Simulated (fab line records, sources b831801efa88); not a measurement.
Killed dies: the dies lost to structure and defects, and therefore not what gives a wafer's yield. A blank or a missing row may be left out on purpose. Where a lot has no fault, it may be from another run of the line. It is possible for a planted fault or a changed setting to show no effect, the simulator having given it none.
A struck lot beside a sound one / flow gf180mcu / 14 out of 602 route steps
Sound: the wafers L215.1, L215.2, L215.4. Struck: wafers L219.3, L219.5, L219.6. Last of all comes the cause.
For every step that has rows: the tool of each side, followed by ch and its chambers, followed by its first start. Under that, the readings that differ: sound wafers / struck wafers / difference of the means / sigmas: that difference in standard deviations of wafers without a fault.
alike: same words and numbers on both sides, and readings whose means sit less than 2 such deviations apart. not compared: any withheld reading, any reading some wafer has no value for, any bound like >300 that may hide the same value, and any number with overlapping values for which the record gives no deviation.
A row with sigmas, a row that says differs or no value, or rows on one side alone: a step with any of these is where the two part. Numbers that don't overlap but have no deviation are shown without sigmas and don't part them. A reading that every wafer of one side lacks parts them only if that side has two wafers or more.

GF_POLY_GATE_OVL_MEAS_11:
  sound on overlay-01 at day 10 16:19; struck on overlay-01 at day 11 21:47
  alike: POLY_GATE_OVL
GF_POLY_GATE_ETCH_12: etches BARC in N2/H2.
  sound on rie-diel-01 ch 0,1,3, day 10 16:22; struck on rie-diel-02 ch 1,2, day 11 21:49
  alike: drypump-motor-current-A, oes-product-au, throttle-valve-pct
GF_POLY_GATE_ETCH_13: etches poly-Si in HBr/Cl2, stops on SiO2, target depth 198.5 nm, time 69.6 s.
  sound on rie-si-01 ch 0,1, day 10 16:25; struck on rie-si-02 ch 1,2, day 11 21:52
reading=oes-product-au (a.u.); sound=0.995 0.994 0.999; struck=0.979 0.983 0.985; difference=-0.014; sigmas=-2
  alike: drypump-motor-current-A, throttle-valve-pct
  not compared: rf-hours-counter-h
GF_POLY_GATE_STRIP_14: strips in O2/N2.
  sound on plasma-asher-02 ch 0,1, day 10 16:28; struck on plasma-asher-01 ch 0,1, day 11 21:57
  alike: drypump-motor-current-A, heater-power-w, oes-product-au
  not compared: rf-hours-counter-h
then, 2 steps without rows for these wafers: GF_POLY_GATE_CLEAN_15 (cleans in SC1/SC2, time 150 s); GF_POLY_GATE_OXIDATION_16 (stabilise 600 s, purge 300 s, target thk 4 nm).
GF_POLY_GATE_THK_MEAS_17:
  sound on film-metro-02 at day 10 18:00; struck on film-metro-02 at day 11 23:46
reading=POLY_GATE_OXIDATION_THK (nm); sound=3.99 3.90 3.92; struck=4.11 4.17 4.14; difference=+0.20; sigmas=+3
GF_POLY_GATE_CD_MEAS_18:
  sound on cd-sem-02 at day 10 18:04; struck on cd-sem-02 at day 11 23:52
  alike: cd-nm
then, 4 steps without rows for these wafers: GF_HV_LDD_DEHYDRATE_00 (time 60 s); GF_HV_LDD_HMDS_01 (prime time 60 s); GF_HV_LDD_COAT_02 (resist thk 1000 nm); GF_HV_LDD_SOFTBAKE_03 (time 60 s).
GF_HV_LDD_EXPOSE_04: exposes mask Nplus LV AREA, target cd 400 nm.
  sound on iline-stepper-01 ch 0, day 11 03:14; struck on iline-stepper-01, day 12 09:15
  no value came back on the struck wafers for exposure-dose-mJ-cm2, focus-offset-nm (nm), reticle-temp-C (C); on the sound wafers exposure-dose-mJ-cm2 reads 139.79 139.99 139.71
  alike: mask
following that, these wafers have no rows for 1 step: GF_HV_LDD_PEB_05.

== WHERE THEY PART ==
At GF_POLY_GATE_ETCH_13 first; at GF_HV_LDD_EXPOSE_04 last (within this record only).

WHY: what had been put in by the simulator
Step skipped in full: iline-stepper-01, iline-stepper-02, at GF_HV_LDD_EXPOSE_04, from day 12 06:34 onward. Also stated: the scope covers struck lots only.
